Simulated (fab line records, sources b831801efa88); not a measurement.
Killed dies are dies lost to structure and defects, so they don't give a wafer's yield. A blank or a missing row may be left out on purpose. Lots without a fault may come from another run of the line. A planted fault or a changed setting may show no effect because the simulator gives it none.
fab line records | flow sky130
record lots=7 wafers=21 last_day=50
route steps=708 shown VIA2@523 METAL3@532 PAD_OPEN@708
lots that met no fault: from a run of the same line without faults
start_h: hours from the record's first day to the start of the lot's first wafer shown | wait_h: hours since the lot's step before | " the same as in the row above | L1.1+2: a row that stands for several wafers | - no value, or no start given | * or withheld: withheld | < > ~ a bound
route shown NAME@n: a module of which the file shows steps, and the number in the route of the first | usual: mean/standard deviation of fault-free wafers | same: alike in all rows | chamber/n: place in a boat | sites: the reading at each site | _std_site: their standard deviation | _edge_site: outer sites' mean less inner sites' | radius_mm: how far each site lies from the wafer's centre | mask NAME#n: copy n | behind: the tool/chamber that last shaped the wafer | hold: why the lot was held/for how many hours/how that ended | device: the transistor (n, p or np) that didn't switch | end of line: the same wafers' tests at the end of the route | a step without rows: its recipe alone | killed: dies lost to structure and defects at the first sort, not the wafer's yield | map: a wafer's dies, x killed, . not, _ none there
set.NAME: the setting as run; set.NAME@STEP: as run at that earlier step | model.NAME: the simulator's own value behind a step, which no gauge read
lots at some steps of the route; a table a step, a row a wafer
services: from which hour (start_h, from the record's first day; less than 0 if before it) a tool's chamber was out of use, for how many hours, and why
## steps
# step SKY_VIA2_STRIP_16
# recipe chemistry=O2/N2 power_w=1400 pressure_mtorr=1500 platen_temp_c=withheld o2_flow_sccm=3000 n2_flow_sccm=300 overash_fraction=0.5
# usual drypump_motor_current_A=5.3/0.34 oes_product_au=0.398/0.0044 strip_time_to_endpoint_s=4.039/0.023
# columns lot.wafer tool chamber start_h wait_h drypump_motor_current_A oes_product_au rf_hours_counter_h strip_time_to_endpoint_s
L487.3 plasma_asher-02 0 854.03 0.1 5.0 0.407 - 4.030
L487.4 " 1 " " 5.6 0.400 - 4.042
L487.6 " 0 " " 5.0 0.412 - 4.028
L493.3 plasma_asher-01 1 905.76 0.1 5.3 0.399 - 4.064
L493.4 " 0 " " 4.8 0.399 - 4.025
L493.6 " 0 " " 4.8 0.396 - 4.043
L494.1 plasma_asher-02 1 914.75 0.0 5.6 0.394 80 4.028
L494.2 " 0 " " 5.0 0.397 80 4.045
L494.5 " 0 " " 4.9 0.401 - 4.040
L496.2 plasma_asher-03 1 921.52 0.0 5.7 0.397 107 4.040
L496.5 " 1 " " 5.7 0.401 - 4.046
L496.6 " 0 " " 5.5 0.402 - 4.007
L501.2 plasma_asher-03 0 973.32 0.0 5.5 0.404 113 4.062
L501.3 " 1 " " 5.7 0.406 - 4.063
L501.5 " 1 " " 5.7 0.392 - 4.073
L500.1 plasma_asher-01 1 983.22 0.0 5.3 0.401 55 4.062
L500.3 " 1 " " 5.3 0.398 - 4.065
L500.6 " 1 " " 5.3 0.407 - 4.045
L505.2 plasma_asher-03 1 1002.45 0.0 5.7 0.401 116 4.101
L505.3 " 1 " " 5.7 0.397 - 4.043
L505.4 " 0 " " 5.5 0.403 - 4.038
# step SKY_VIA2_STRIP_17
# recipe chemistry=post_etch_residue_remover time_s=1200 temp_c=72.5
# step SKY_VIA2_CLEAN_18
# recipe chemistry=IPA time_s=180 temp_c=25
# step SKY_VIA2_CLEAN_19
# recipe chemistry=O3/DIW dry=n2_spin
# step SKY_VIA2_SPUTTER_20
# recipe material=TiN target_thk_nm=20 chamber_pressure_pa=5 power_w=4000 time_s=80
# step SKY_VIA2_CVD_21
# recipe material=W target_thk_nm=420 time_s=126.4 temp_c=400 pressure_torr=40
# usual heater_power_w=891/84
# columns lot.wafer tool chamber start_h wait_h heater_power_w
L487.3 cvd_w-02 1 854.72 0.1 1033
L487.4 " 0 " " 921
L487.6 " 1 " " 998
L493.3 cvd_w-01 1 906.42 0.1 830
L493.4 " 0 " " 747
L493.6 " 1 " " 859
L494.1 cvd_w-01 1 915.43 0.0 840
L494.2 " 0 " " 743
L494.5 " 1 " " 862
L496.2 cvd_w-02 1 922.18 0.0 924
L496.5 " 0 " " 924
L496.6 " 1 " " 910
L501.2 cvd_w-01 0 973.99 0.0 735
L501.3 " 0 " " 779
L501.5 " 1 " " 844
L500.1 cvd_w-01 0 983.89 0.0 764
L500.3 " 1 " " 845
L500.6 " 0 " " 734
L505.2 cvd_w-02 0 1003.10 0.0 942
L505.3 " 0 " " 921
L505.4 " 1 " " 947
# step SKY_VIA2_RS_MEAS_22
# recipe thk_meas_gauge=four-point-probe reads=W_of_VIA2_CVD_21+TiN_of_VIA2_SPUTTER_20
# usual VIA2_W_RS=0.2733/0.0029
# columns lot.wafer tool chamber start_h wait_h VIA2_W_RS[ohm/sq]
L487.3 film_metro-01 - 854.85 0.1 0.2719
L487.4 " - " " 0.2695
L487.6 " - " " 0.2715
L493.3 film_metro-01 - 906.55 0.1 0.2758
L493.4 " - " " 0.2707
L493.6 " - " " 0.2764
L494.1 film_metro-04 - 915.56 0.1 0.2762
L494.2 " - " " 0.2740
L494.5 " - " " 0.2791
L496.2 film_metro-04 - 922.33 0.1 0.2738
L496.5 " - " " 0.2755
L496.6 " - " " 0.2752
L501.2 film_metro-01 - 974.14 0.1 0.2680
L501.3 " - " " 0.2725
L501.5 " - " " 0.2727
L500.1 film_metro-04 - 984.02 0.1 0.2782
L500.3 " - " " 0.2791
L500.6 " - " " 0.2767
L505.2 film_metro-03 - 1003.25 0.1 0.2746
L505.3 " - " " 0.2769
L505.4 " - " " 0.2742
# step SKY_VIA2_THK_MEAS_23
# recipe thk_meas_gauge=xrf reads=W_of_VIA2_CVD_21
# usual VIA2_W_THK=439/8.6
# columns lot.wafer tool chamber start_h wait_h VIA2_W_THK[nm]
L487.3 film_metro-01 - 854.95 0.1 439
L487.4 " - " " 442
L487.6 " - " " 440
L493.3 film_metro-01 - 906.65 0.1 433
L493.4 " - " " 439
L493.6 " - " " 432
L494.1 film_metro-04 - 915.68 0.1 426
L494.2 " - " " 430
L494.5 " - " " 420
L496.2 film_metro-04 - 922.44 0.1 430
L496.5 " - " " 429
L496.6 " - " " 429
L501.2 film_metro-01 - 974.25 0.1 449
L501.3 " - " " 444
L501.5 " - " " 444
L500.1 film_metro-04 - 984.14 0.1 419
L500.3 " - " " 414
L500.6 " - " " 420
L505.2 film_metro-03 - 1003.36 0.1 441
L505.3 " - " " 434
L505.4 " - " " 443
# step SKY_VIA2_CMP_24
# recipe stop_on=SiO2 t_overpolish_s=20 down_force_psi=3.5 platen_rpm=60 target_thk_nm=0 pad_velocity_m_s=0.94248
# usual motor_current_A=10.7/0.86 overpolish_run_s=19.999/0.0091 slurry_filter_dp_kPa=13.52/0.14 time_to_endpoint_s=102/3.1
# columns lot.wafer tool chamber start_h wait_h motor_current_A overpolish_run_s slurry_filter_dp_kPa time_to_endpoint_s
L487.4 cmp-01 2 855.04 0.1 10.3 20.013 13.72 102
L487.3 " 0 " " 12.0 20.009 13.79 102
L487.6 " 1 " " 11.2 20.003 13.25 103
L493.3 cmp-01 1 906.69 0.0 10.5 19.995 13.39 102
L493.4 " 3 " " 10.5 20.001 13.80 106
L493.6 " 1 " " 11.3 19.997 13.48 105
L494.1 cmp-01 1 915.84 0.1 11.0 20.009 13.41 104
L494.2 " 2 " " 9.9 20.008 13.29 106
L494.5 " 1 " " 11.3 20.002 13.82 108
L496.2 cmp-02 0 922.64 0.2 10.8 20.011 13.63 100
L496.6 " 1 " " 9.4 19.997 13.38 99
L496.5 " 2 " " 11.4 20.013 13.62 101
L501.2 cmp-02 3 974.30 0.0 9.6 19.986 13.73 107
L501.3 " 2 " " 11.2 20.016 13.42 108
L501.5 " 0 " " 11.5 19.999 13.59 103
L500.1 cmp-02 2 984.42 0.3 10.6 19.991 13.38 103
L500.3 " 3 " " 9.3 20.000 13.63 99
L500.6 " 2 " " 11.0 19.998 13.48 101
L505.2 cmp-02 3 1003.41 0.0 9.3 20.002 13.75 99
L505.3 " 0 " " 11.7 19.988 13.44 98
L505.4 " 2 " " 11.7 19.997 13.77 103
# step SKY_METAL3_SPUTTER_00
# recipe material=Ti target_thk_nm=15 power_w=3000 time_s=10 chamber_pressure_pa=0.4
# usual cathode_dc_power_W=3000.0/0.57 chamber_pressure_pa=0.4001/0.00076 throttle_valve_pct=29.7/0.81
# columns lot.wafer tool chamber start_h wait_h cathode_dc_power_W chamber_pressure_pa throttle_valve_pct
L487.3 pvd_sputter-01 - 855.29 0.1 2999.8 0.3991 29.4
L487.4 " - " " 3000.5 0.4008 28.9
L487.6 " - " " 3000.4 0.4010 29.1
L493.3 pvd_sputter-01 - 906.99 0.2 3000.0 0.4001 28.9
L493.4 " - " " 3000.2 0.3991 30.7
L493.6 " - " " 3000.3 0.4007 29.7
L494.1 pvd_sputter-02 - 916.14 0.2 2999.5 0.3996 30.6
L494.2 " - " " 2999.9 0.4006 29.9
L494.5 " - " " 2999.6 0.4008 32.1
L496.2 pvd_sputter-01 - 922.79 0.1 3000.5 0.4009 30.1
L496.5 " - " " 2999.9 0.3997 28.7
L496.6 " - " " 3000.4 0.4006 29.6
L501.2 pvd_sputter-04 - 974.60 0.2 3000.3 0.3997 29.2
L501.3 " - " " 2999.3 0.3999 28.8
L501.5 " - " " 2999.8 0.4002 29.4
L500.1 pvd_sputter-01 - 984.67 0.2 3000.4 0.4001 29.7
L500.3 " - " " 3000.6 0.4010 30.4
L500.6 " - " " 2999.9 0.3998 29.7
L505.2 pvd_sputter-04 - 1003.71 0.2 3000.4 0.4014 28.5
L505.3 " - " " 3001.0 0.3995 29.6
L505.4 " - " " 3000.5 0.4004 29.5
# step SKY_METAL3_SPUTTER_01
# recipe material=TiN target_thk_nm=20 power_w=6500 time_s=16.7 chamber_pressure_pa=0.4
# step SKY_METAL3_SPUTTER_02
# recipe material=AlCu target_thk_nm=735 power_w=10600 time_s=39.1 chamber_pressure_pa=0.4
# usual cathode_dc_power_W=10600/1.9 chamber_pressure_pa=0.4002/0.00073 throttle_valve_pct=29.7/0.83
# columns lot.wafer tool chamber start_h wait_h cathode_dc_power_W chamber_pressure_pa throttle_valve_pct
L487.3 pvd_sputter-01 - 855.34 0.0 10598 0.3997 29.6
L487.4 " - " " 10598 0.4004 29.0
L487.6 " - " " 10599 0.3998 28.9
L493.3 pvd_sputter-01 - 907.03 0.0 10600 0.4001 28.7
L493.4 " - " " 10601 0.4010 30.7
L493.6 " - " " 10599 0.4003 29.3
L494.1 pvd_sputter-02 - 916.19 0.0 10602 0.3979 30.6
L494.2 " - " " 10595 0.3997 29.9
L494.5 " - " " 10599 0.4010 32.1
L496.2 pvd_sputter-01 - 922.83 0.0 10599 0.4006 29.7
L496.5 " - " " 10601 0.3995 29.0
L496.6 " - " " 10600 0.4005 29.7
L501.2 pvd_sputter-04 - 974.65 0.0 10600 0.4002 29.5
L501.3 " - " " 10604 0.4007 29.0
L501.5 " - " " 10600 0.4005 29.0
L500.1 pvd_sputter-01 - 984.72 0.0 10600 0.3999 29.9
L500.3 " - " " 10602 0.4012 30.4
L500.6 " - " " 10601 0.3997 29.5
L505.2 pvd_sputter-04 - 1003.76 0.0 10601 0.4008 28.8
L505.3 " - " " 10602 0.4018 29.7
L505.4 " - " " 10603 0.4000 29.1
# step SKY_METAL3_SPUTTER_03
# recipe material=Ti target_thk_nm=5 power_w=3000 time_s=3.3 chamber_pressure_pa=0.4
# usual cathode_dc_power_W=2999.9/0.55 chamber_pressure_pa=0.4001/0.0009 throttle_valve_pct=29.7/0.83
# columns lot.wafer tool chamber start_h wait_h cathode_dc_power_W chamber_pressure_pa throttle_valve_pct
L487.3 pvd_sputter-01 - 855.38 0.0 3000.4 0.3996 29.6
L487.4 " - " " 3000.3 0.3992 29.0
L487.6 " - " " 3000.1 0.4008 28.7
L493.3 pvd_sputter-01 - 907.07 0.0 - - -
L493.4 " - " " - - -
L493.6 " - " " - - -
L494.1 pvd_sputter-02 - 916.22 0.0 - - -
L494.2 " - " " - - -
L494.5 " - " " - - -
L496.2 pvd_sputter-01 - 922.87 0.0 - - -
L496.5 " - " " - - -
L496.6 " - " " - - -
L501.2 pvd_sputter-04 - 974.69 0.0 3000.5 0.3990 29.7
L501.3 " - " " 3000.3 0.4019 28.6
L501.5 " - " " 2999.2 0.3983 29.1
L500.1 pvd_sputter-01 - 984.75 0.0 2999.5 0.3990 29.9
L500.3 " - " " 3000.3 0.4010 30.8
L500.6 " - " " 2999.9 0.3995 29.4
L505.2 pvd_sputter-04 - 1003.80 0.0 2998.9 0.3999 28.9
L505.3 " - " " 3000.1 0.4007 29.4
L505.4 " - " " 3000.3 0.4004 29.2
# step SKY_METAL3_SPUTTER_04
# recipe material=TiN target_thk_nm=70 power_w=6500 time_s=58.3 chamber_pressure_pa=0.4
# step SKY_PAD_OPEN_PROBE_99
# usual defect_limited_yield=82.4/2.1 killed_at_M0_to_M3=44/7 killed_at_M4_up=3.0/1.9 killed_at_contacts=24/5.4 killed_at_front_end=15/4.6 killed_at_other=0.3/0.5 killed_dies=87/10 killed_open=47/7 killed_short=40/6.2 sort_bin_3_pad_short=0.9/0.5 sort_bin_5_function=10.4/1.4 sort_bin_6_memory=6.3/1.2 sort_n_pass=405/10 sort_yield_pct=82.4/2.1
# same gross_dies=492 killed_at_back_side=0 sort_bin_4_leakage[%]=0 sort_bin_8_speed[%]=0
# columns lot.wafer tool chamber start_h wait_h defect_limited_yield[%] killed_at_M0_to_M3 killed_at_M4_up killed_at_contacts killed_at_front_end killed_at_other killed_dies killed_open killed_short sort_bin_3_pad_short[%] sort_bin_5_function[%] sort_bin_6_memory[%] sort_n_pass sort_yield_pct[%] model.etest.via3_chain.rc_ohm
L487.3 prober-02 - 1079.00 0.2 84.1 43 3 25 7 0 78 43 35 0.8 8.9 6.1 414 84.1 9.916
L487.4 prober-02 - 1079.05 0.2 82.5 43 6 22 15 0 86 43 43 0.6 9.6 7.3 406 82.5 9.395
L487.6 prober-02 - 1079.15 0.2 84.1 46 1 25 6 0 78 47 31 1.0 8.3 6.5 414 84.1 9.167
L493.3 prober-02 - 1120.65 0.2 84.3 33 4 28 12 0 77 39 38 1.0 7.7 6.9 415 84.3 11.25
L493.4 prober-02 - 1120.70 0.2 82.3 43 1 31 12 0 87 45 42 1.0 10.2 6.5 405 82.3 11.85
L493.6 prober-02 - 1120.80 0.2 80.3 42 6 34 15 0 97 56 41 0.4 13.2 6.1 395 80.3 11.51
L494.1 prober-01 - 1128.11 0.1 82.1 52 1 17 18 0 88 44 44 0.8 10.0 7.1 404 82.1 10.94
L494.2 prober-01 - 1128.16 0.1 84.3 34 4 24 15 0 77 38 39 1.6 7.5 6.5 415 84.3 11.33
L494.5 prober-01 - 1128.31 0.2 81.9 42 4 30 13 0 89 46 43 1.8 11.0 5.3 403 81.9 12.37
L496.2 prober-02 - 1131.10 0.1 82.5 44 1 24 17 0 86 51 35 0.6 9.8 7.1 406 82.5 11.46
L496.5 prober-02 - 1131.25 0.2 81.3 48 6 24 14 0 92 47 45 1.2 9.3 8.1 400 81.3 11.09
L496.6 prober-02 - 1131.30 0.2 81.7 36 1 34 18 1 90 51 39 2.2 10.6 5.5 402 81.7 11.56
L501.2 prober-01 - 1170.10 0.1 82.7 40 2 27 15 1 85 47 38 0.6 10.4 6.3 407 82.7 9.639
L501.3 prober-01 - 1170.15 0.2 85.2 32 3 23 15 0 73 39 34 1.0 8.3 5.5 419 85.2 9.508
L501.5 prober-01 - 1170.25 0.2 81.5 48 6 20 17 0 91 57 34 0.8 10.6 7.1 401 81.5 9.812
L500.1 prober-01 - 1178.80 0.1 78.9 55 4 24 21 0 104 55 49 1.4 12.4 7.3 388 78.9 9.227
L500.3 prober-01 - 1178.90 0.2 82.5 34 8 33 11 0 86 43 43 0.8 10.4 6.3 406 82.5 9.487
L500.6 prober-01 - 1179.05 0.2 80.1 57 5 23 12 1 98 56 42 0.4 11.8 7.7 394 80.1 9.655
L505.2 prober-01 - 1193.15 0.1 80.1 51 0 27 20 0 98 56 42 0.8 11.4 7.7 394 80.1 9.782
L505.3 prober-01 - 1193.20 0.2 81.5 37 4 27 23 0 91 52 39 0.8 10.0 7.7 401 81.5 10.39
L505.4 prober-01 - 1193.25 0.2 79.5 54 2 22 23 0 101 46 55 1.2 11.6 7.7 391 79.5 9.565
# killed by level:class
L487.3 CONTACT:geometric_particle:open=11 VIA1:geometric_particle:open=9 LI_CONTACT:geometric_particle:open=8 VIA2:geometric_particle:open=7 METAL2:geometric_particle:short=6 VIA1:geometric_particle:short=5 CONTACT:geometric_particle:short=4 METAL1:geometric_particle:short=4
L487.4 CONTACT:geometric_particle:open=8 VIA1:geometric_particle:open=8 CONTACT:geometric_particle:short=6 METAL1:geometric_particle:short=6 METAL4:geometric_particle:short=6 FIELD_ISO:geometric_particle:open=5 FIELD_ISO:geometric_particle:short=5 LI_CONTACT:geometric_particle:open=5
L487.6 VIA2:geometric_particle:open=10 LI_CONTACT:geometric_particle:open=9 CONTACT:geometric_particle:open=9 VIA1:geometric_particle:open=8 METAL2:geometric_particle:short=8 VIA1:geometric_particle:short=4 VIA2:geometric_particle:short=4 LOCAL_INTERCONNECT:geometric_particle:short=3
L493.3 CONTACT:geometric_particle:open=10 LI_CONTACT:geometric_particle:open=8 FIELD_ISO:geometric_particle:short=6 VIA1:geometric_particle:open=6 METAL2:geometric_particle:short=5 METAL1:geometric_particle:short=5 VIA2:geometric_particle:open=5 LOCAL_INTERCONNECT:geometric_particle:short=4
L493.4 VIA1:geometric_particle:open=10 CONTACT:geometric_particle:open=8 VIA2:geometric_particle:open=8 FIELD_ISO:geometric_particle:short=6 LI_CONTACT:geometric_particle:short=6 METAL1:geometric_particle:short=6 LI_CONTACT:geometric_particle:open=5 LOCAL_INTERCONNECT:geometric_particle:short=5
L493.6 CONTACT:geometric_particle:open=16 VIA1:geometric_particle:open=12 VIA3:geometric_particle:open=7 LOCAL_INTERCONNECT:geometric_particle:short=7 METAL1:geometric_particle:short=7 CONTACT:geometric_particle:short=6 POLY_GATE:geometric_particle:open=4 VIA2:geometric_particle:open=4
L494.1 CONTACT:geometric_particle:open=8 VIA1:geometric_particle:open=8 CONTACT:geometric_particle:short=6 METAL3:geometric_particle:short=6 VIA2:geometric_particle:short=6 VIA2:geometric_particle:open=6 VIA3:geometric_particle:open=6 POLY_GATE:geometric_particle:short=5
L494.2 CONTACT:geometric_particle:short=7 CONTACT:geometric_particle:open=7 VIA2:geometric_particle:open=7 METAL2:geometric_particle:short=6 LI_CONTACT:geometric_particle:open=5 VIA1:geometric_particle:short=5 VIA1:geometric_particle:open=5 FIELD_ISO:geometric_particle:short=4
L494.5 VIA1:geometric_particle:open=9 VIA2:geometric_particle:open=9 LI_CONTACT:geometric_particle:open=8 CONTACT:geometric_particle:open=8 CONTACT:geometric_particle:short=7 VIA1:geometric_particle:short=5 METAL2:geometric_particle:short=5 FIELD_ISO:geometric_particle:open=4
L496.2 VIA1:geometric_particle:open=13 VIA3:geometric_particle:open=8 CONTACT:geometric_particle:open=7 VIA1:geometric_particle:short=6 FIELD_ISO:geometric_particle:open=5 VIA2:geometric_particle:open=5 LOCAL_INTERCONNECT:geometric_particle:short=5 POLY_GATE:geometric_particle:open=4
L496.5 VIA1:geometric_particle:open=16 CONTACT:geometric_particle:open=8 VIA1:geometric_particle:short=8 METAL2:geometric_particle:short=6 POLY_GATE:geometric_particle:short=5 LOCAL_INTERCONNECT:geometric_particle:short=5 LI_CONTACT:geometric_particle:open=4 VIA2:geometric_particle:short=4
L496.6 CONTACT:geometric_particle:open=18 VIA1:geometric_particle:open=11 FIELD_ISO:geometric_particle:short=8 LI_CONTACT:geometric_particle:open=6 CONTACT:geometric_particle:short=6 VIA1:geometric_particle:short=5 FIELD_ISO:geometric_particle:open=4 VIA3:geometric_particle:open=4
L501.2 LI_CONTACT:geometric_particle:open=10 VIA2:geometric_particle:open=8 VIA1:geometric_particle:open=7 CONTACT:geometric_particle:open=6 VIA3:geometric_particle:open=6 CONTACT:geometric_particle:short=5 VIA1:geometric_particle:short=5 METAL2:geometric_particle:short=4
L501.3 LI_CONTACT:geometric_particle:open=9 VIA3:geometric_particle:open=7 CONTACT:geometric_particle:open=6 VIA3:geometric_particle:short=5 METAL1:geometric_particle:short=5 VIA2:geometric_particle:open=5 POLY_GATE:geometric_particle:open=4 POLY_GATE:geometric_particle:short=3
L501.5 VIA1:geometric_particle:open=18 LI_CONTACT:geometric_particle:open=8 CONTACT:geometric_particle:open=7 VIA2:geometric_particle:open=6 METAL1:geometric_particle:short=5 METAL2:geometric_particle:short=5 FIELD_ISO:geometric_particle:open=4 POLY_GATE:geometric_particle:short=4
L500.1 VIA1:geometric_particle:open=13 LI_CONTACT:geometric_particle:open=8 CONTACT:geometric_particle:open=8 VIA3:geometric_particle:open=8 VIA1:geometric_particle:short=7 METAL2:geometric_particle:short=7 FIELD_ISO:geometric_particle:short=6 METAL1:geometric_particle:short=6
L500.3 CONTACT:geometric_particle:open=14 VIA1:geometric_particle:open=12 VIA1:geometric_particle:short=10 LI_CONTACT:geometric_particle:open=7 LOCAL_INTERCONNECT:geometric_particle:short=7 METAL4:geometric_particle:short=5 FIELD_ISO:geometric_particle:short=4 LI_CONTACT:geometric_particle:short=4
L500.6 VIA1:geometric_particle:open=13 CONTACT:geometric_particle:open=10 VIA3:geometric_particle:open=9 LI_CONTACT:geometric_particle:open=8 VIA1:geometric_particle:short=8 VIA2:geometric_particle:open=6 METAL1:geometric_particle:short=5 VIA3:geometric_particle:short=5
L505.2 LI_CONTACT:geometric_particle:open=9 VIA1:geometric_particle:open=9 CONTACT:geometric_particle:open=8 VIA3:geometric_particle:open=8 POLY_GATE:geometric_particle:open=7 VIA3:geometric_particle:short=6 METAL1:geometric_particle:short=6 CONTACT:geometric_particle:short=5
L505.3 CONTACT:geometric_particle:open=11 VIA1:geometric_particle:open=10 POLY_GATE:geometric_particle:open=8 LI_CONTACT:geometric_particle:open=7 METAL2:geometric_particle:short=5 FIELD_ISO:geometric_particle:short=4 VIA2:geometric_particle:short=4 CONTACT:geometric_particle:short=4
L505.4 VIA2:geometric_particle:open=11 VIA1:geometric_particle:open=11 FIELD_ISO:geometric_particle:short=9 METAL1:geometric_particle:short=8 METAL2:geometric_particle:short=7 CONTACT:geometric_particle:open=7 CONTACT:geometric_particle:short=5 POLY_GATE:geometric_particle:short=5
## services
# columns tool chamber start_h hours kind
plasma_asher-03 - 834.24 7.6 repair
plasma_asher-01 - 856.11 14.6 pm
cmp-01 - 857.66 1.1 repair
cvd_w-01 1 858.83 10.6 repair
cvd_w-02 - 863.52 14.6 pm
plasma_asher-03 - 865.08 4.4 repair
plasma_asher-02 - 869.48 2.8 pm
pvd_sputter-02 - 880.78 6.8 repair
plasma_asher-01 - 884.01 5.9 repair
pvd_sputter-01 - 886.78 1.3 repair
cvd_w-02 - 904.00 14.0 pm
cmp-02 - 912.07 4.0 pm
cvd_w-01 - 918.00 14.6 pm
cmp-02 - 923.91 3.1 repair
cvd_w-02 - 928.78 2.2 repair
pvd_sputter-04 3 931.64 - consumable_replace:kit
pvd_sputter-04 3 931.64 18.0 scheduled_down
pvd_sputter-04 3 931.64 18.0 vent_cycle
cmp-01 - 972.43 1.9 repair
plasma_asher-02 - 975.85 6.1 repair
pvd_sputter-01 2 984.82 - consumable_replace:kit
pvd_sputter-01 2 984.82 18.0 scheduled_down
pvd_sputter-01 2 984.82 18.0 vent_cycle
cmp-02 - 994.06 6.5 pm
## key
first_sign step=SKY_METAL3_SPUTTER_03 reading=tool_record direction=missing
effect none on later readings
model_effect step=SKY_PAD_OPEN_PROBE_99 value=etest.via3_chain.rc_ohm without=9.546 struck=11.48
met_at SKY_METAL3_SPUTTER_03
struck_wafers L493.3,L493.4,L493.6,L494.1,L494.2,L494.5,L496.2,L496.5,L496.6
onset_between 855.38 907.07
fault kind=skipped_step_whole tool=pvd_sputter-01,pvd_sputter-02 chamber=- onset_h=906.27 steps=SKY_METAL3_SPUTTER_03 scope=struck_lots_only
